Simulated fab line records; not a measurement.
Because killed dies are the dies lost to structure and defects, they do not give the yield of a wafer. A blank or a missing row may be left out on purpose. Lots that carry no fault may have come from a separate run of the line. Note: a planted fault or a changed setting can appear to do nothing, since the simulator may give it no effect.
Which tool is to blame? + flow sky130 + 18 wafers from 6 lots sampled at 5 of the route's 708 steps

## WHAT EACH GAUGE READ, for each wafer
SKY_VIA3_RS_MEAS_22: measures by four-point-probe.
| lot  | measured     | on           | VIA3_W_RS (ohm/sq)                        |
|------|--------------|--------------|-------------------------------------------|
| L421 | day 41 08:49 | filmMetro-01 | 0.2973 0.2942 0.2975                      |
| L426 | day 42 14:16 | filmMetro-01 | 0.2935 0.2952 0.2904                      |
| L427 | day 42 16:30 | filmMetro-02 | 0.2957 0.2908 0.2927                      |
| L429 | day 43 12:12 | filmMetro-01 | 57.955 57.549 57.969 58.028 57.486 57.986 |
| L431 | day 43 19:11 | filmMetro-02 | 58.790 58.258 58.208 58.585 58.308 58.155 |
| L440 | day 45 19:28 | filmMetro-04 | 0.2965 0.2929 0.2937                      |

## TOOL THAT RAN EACH LOT (tool first, then ch and the chambers of the sampled wafers, then the start)
| lot  | SKY_METAL3_SPUTTER_03       | SKY_METAL3_ETCH_16               | SKY_VIA3_SPUTTER_20         | SKY_VIA3_CVD_21              |
|------|-----------------------------|----------------------------------|-----------------------------|------------------------------|
| L421 | pvdSputter-03, day 38 04:52 | rieMetal-03 ch 0,1, day 40 08:02 | pvdSputter-02, day 41 08:33 | cvdW-01 ch 0,1, day 41 08:39 |
| L426 | pvdSputter-04, day 39 12:47 | rieMetal-04 ch 0,1, day 41 11:39 | pvdSputter-01, day 42 14:04 | cvdW-02 ch 0,1, day 42 14:08 |
| L427 | pvdSputter-03, day 39 17:22 | rieMetal-04 ch 1, day 41 14:02   | pvdSputter-04, day 42 16:17 | cvdW-02 ch 0,1, day 42 16:22 |
| L429 | pvdSputter-04, day 40 11:37 | rieMetal-02 ch 0,1, day 42 10:59 | pvdSputter-01, day 43 12:01 | cvdW-02 ch 0,1, day 43 12:04 |
| L431 | pvdSputter-03, day 40 21:10 | rieMetal-02 ch 0,1, day 42 17:50 | pvdSputter-01, day 43 19:00 | cvdW-02 ch 0,1, day 43 19:04 |
| L440 | pvdSputter-02, day 42 23:08 | rieMetal-02 ch 0,1, day 44 19:39 | pvdSputter-01, day 45 19:14 | cvdW-02 ch 0,1, day 45 19:20 |
- SKY_METAL3_SPUTTER_03: material Ti, target thk 5 nm, time 3.3 s.
- SKY_METAL3_ETCH_16: etches BARC in N2/H2, stops on SiO2, time 88.2 s, target depth 60 nm.
- SKY_VIA3_SPUTTER_20: material TiN, target thk 20 nm, time 80 s.
- SKY_VIA3_CVD_21: deposits W, target thk 390 nm, time 117.31 s.

## THE ANSWER, worked out from the rows above alone
Rule: the usual values come from the lots themselves. The widest of any qualifying gaps counts: lots, ordered by their means at a reading, are off when they make up no more than a third of the lots, leave a main group of 4 or more, and stand apart from it by 3 or more times the standard deviation of that group's means. A main group is skipped when, at the precision printed for the reading in the tables above, its means are all equal. A lot without any number at a reading at which 4 lots or more have one is off too. The other lots that the step has rows for count as sound.
Off: L429, L431, at SKY_VIA3_RS_MEAS_22 (VIA3_W_RS). The main group: mean 0.2942 ohm/sq, standard deviation 0.0013.
A tool fits if, at a process step before that reading, it ran every lot that is off, and no sound lot after the first of them. The gauges at SKY_VIA3_RS_MEAS_22 are tried like those tools. Not one of the candidates tried fits.

## WHAT THE SIMULATOR HAD PUT IN
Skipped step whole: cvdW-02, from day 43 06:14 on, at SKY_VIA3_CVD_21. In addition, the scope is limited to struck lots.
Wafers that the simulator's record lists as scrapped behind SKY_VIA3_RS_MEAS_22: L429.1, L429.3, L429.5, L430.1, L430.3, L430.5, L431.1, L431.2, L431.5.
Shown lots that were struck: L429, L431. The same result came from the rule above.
